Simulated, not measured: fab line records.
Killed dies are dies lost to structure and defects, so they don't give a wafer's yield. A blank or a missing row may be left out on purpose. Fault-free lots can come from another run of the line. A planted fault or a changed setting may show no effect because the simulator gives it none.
Chamber matching | flow gf180mcu | GF_V5_CMP_26 on cmp-01 has 4 sister chambers
The step polishes, stops on SiO2, t overpolish 15 s, target thk 0 nm. 8 wafers are shown with their chamber, then 10 later ones without.

== WAFERS PAIRED WITH THEIR CHAMBERS ==
wafer  | chamber | motor-current-A (A) | time-to-endpoint-s (s)
L519.1 | 0       | 11.2                | 83
L519.4 | 1       | 10.4                | 86
L519.5 | 2       | 9.3                 | 86
L520.3 | 3       | 12.2                | 86
L520.5 | 0       | 10.9                | 82
L520.6 | 1       | 9.9                 | 82
L522.4 | 3       | 12.4                | 84
L522.5 | 2       | 9.3                 | 87

== WAFERS WITHOUT THEIR CHAMBER ==
wafer  | motor-current-A (A) | time-to-endpoint-s (s)
L522.6 | 11.8                | 89
L525.1 | 9.9                 | 82
L525.2 | 10.4                | 82
L525.6 | 9.7                 | 82
L529.1 | 11.9                | 82
L529.2 | 9.3                 | 81
L529.4 | 10.7                | 83
L530.1 | 10.5                | 81
L530.4 | 9.6                 | 81
L530.6 | 11.7                | 81

== WHICH CHAMBER EACH ONE RAN IN ==
wafer  | from the rows above     | in truth
L522.6 | can't be placed: 3 or 0 | 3
L525.1 | 1                       | 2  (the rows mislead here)
L525.2 | can't be placed: 1 or 0 | 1
L525.6 | can't be placed: 1 or 2 | 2
L529.1 | can't be placed: 3 or 0 | 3
L529.2 | can't be placed: 2 or 1 | 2
L529.4 | can't be placed: 0 or 1 | 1
L530.1 | can't be placed: 1 or 0 | 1
L530.4 | can't be placed: 1 or 2 | 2
L530.6 | can't be placed: 0 or 3 | 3
0 of 10 placed correctly. From these rows, 9 cannot be placed; in 9 the true chamber is one of the candidates. Placed wrongly: 1.
How it was worked out, from the rows above alone: a wafer's distance from a chamber is the root of the sum, over the readings, of the square of ((its reading less the chamber's mean) divided by the reading's scatter). The wafer belongs to the nearest chamber; if the next one is less than 2 further off, it can't be placed. A chamber's mean is the mean of its shown wafers. How the scatter is found: for the shown wafers, subtract from each reading the mean of its chamber, square and add these, divide the total by (wafers less chambers), then take the root.
